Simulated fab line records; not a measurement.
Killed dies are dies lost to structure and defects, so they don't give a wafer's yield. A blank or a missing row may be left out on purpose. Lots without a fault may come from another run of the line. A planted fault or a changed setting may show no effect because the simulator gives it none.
Shared-tool check | flow gf180mcu | 13 lots, 39 wafers sampled

## WHY THIS WAS OPENED
2 of 13 lots carry a flag on the reading HV_LDD_CVD_56_THK at GF_HV_LDD_THK_MEAS_57. Wafers without a fault read 89.9 nm, standard deviation 0.81.
Rule: a lot is flagged in two cases, either no wafer of it has a number, or all its wafers with numbers fall more than 4 standard deviations from that mean. All remaining lots are regarded as sound.

lot  | measured     | on            | HV_LDD_CVD_56_THK (nm), wafer by wafer | flag
L831 | day 12 20:49 | film_metro-01 | 89.9 89.4 90.2                         |
L834 | day 14 02:05 | film_metro-01 | 89.8 90.4 91.2                         |
L835 | day 14 03:14 | film_metro-01 | 89.5 88.8 89.1                         |
L836 | day 14 08:24 | film_metro-02 | 91.6 91.1 90.7                         |
L837 | day 15 02:44 | film_metro-02 | 90.2 91.1 91.5                         |
L838 | day 15 05:09 | film_metro-01 | 89.7 89.4 89.4                         |
L840 | day 15 15:06 | film_metro-02 | 90.4 90.2 90.0                         |
L841 | day 16 01:31 | film_metro-02 | 89.5 89.3 89.5                         |
L842 | day 16 09:34 | film_metro-04 | 90.4 90.7 89.8                         |
L844 | day 17 04:46 | film_metro-01 | 84.6 84.3 84.2                         | FLAGGED
L846 | day 17 22:28 | film_metro-02 | 85.5 85.4 84.8                         | FLAGGED
L851 | day 20 00:04 | film_metro-02 | 90.1 89.2 90.2                         |
L854 | day 20 21:07 | film_metro-04 | 89.8 89.6 89.7                         |
On average the flagged lots' numbers are 84.8 nm, which is -5.1 nm against the usual, or -6 standard deviations.

## WHICH TOOL RAN EACH LOT
The record keeps 1 process step preceding the reading, out of 602 steps on the route. Every cell lists first the tool, next ch and the chambers used by the sampled wafers, and last the start.
lot  | flag    | GF_HV_LDD_CVD_56
L831 |         | lpcvd-01 ch 0, day 12 19:23
L834 |         | lpcvd-01 ch 0, day 14 00:40
L835 |         | lpcvd-02 ch 0, day 14 01:47
L836 |         | lpcvd-02 ch 0, day 14 06:58
L837 |         | lpcvd-02 ch 0, day 15 01:18
L838 |         | lpcvd-01 ch 1, day 15 03:43
L840 |         | lpcvd-01 ch 0, day 15 13:40
L841 |         | lpcvd-01 ch 1, day 16 00:05
L842 |         | lpcvd-02 ch 0, day 16 08:07
L844 | FLAGGED | lpcvd-01 ch 1, day 17 03:19
L846 | FLAGGED | lpcvd-01 ch 1, day 17 21:01
L851 |         | lpcvd-02 ch 0, day 19 22:37
L854 |         | lpcvd-01 ch 0, day 20 19:41
These steps, and what they do:
- GF_HV_LDD_CVD_56: deposits Si3N4 from DCS/NH3, target thk 90 nm, time 1543 s.
- GF_HV_LDD_THK_MEAS_57

## FLAGGED AGAINST TOTAL, ONE TOOL AT A TIME (gauges that did the reading follow at the end)
step                  | tool          | lots run | flagged | share of the flagged lots | sound lots run after its first flagged lot
GF_HV_LDD_CVD_56      | lpcvd-01      | 8        | 2       | all                       | 1 (L854)
GF_HV_LDD_CVD_56      | lpcvd-02      | 5        | 0       | none                      | -
GF_HV_LDD_THK_MEAS_57 | film_metro-01 | 5        | 1       | some                      | 0
GF_HV_LDD_THK_MEAS_57 | film_metro-02 | 6        | 1       | some                      | 1 (L851)
GF_HV_LDD_THK_MEAS_57 | film_metro-04 | 2        | 0       | none                      | -

## WHAT THE TABLE ALLOWS
All flagged lots share 1 row of the table, namely lpcvd-01 at GF_HV_LDD_CVD_56.
- lpcvd-01 at GF_HV_LDD_CVD_56: 2 of its 8 lots flagged. Sound lots followed the first flagged one (L854) on it, something a lasting fault affecting the whole tool could not allow.
None of the table's rows ran every flagged lot and, after the first, no sound lot.

## WHAT THE SIMULATOR HAD INSERTED
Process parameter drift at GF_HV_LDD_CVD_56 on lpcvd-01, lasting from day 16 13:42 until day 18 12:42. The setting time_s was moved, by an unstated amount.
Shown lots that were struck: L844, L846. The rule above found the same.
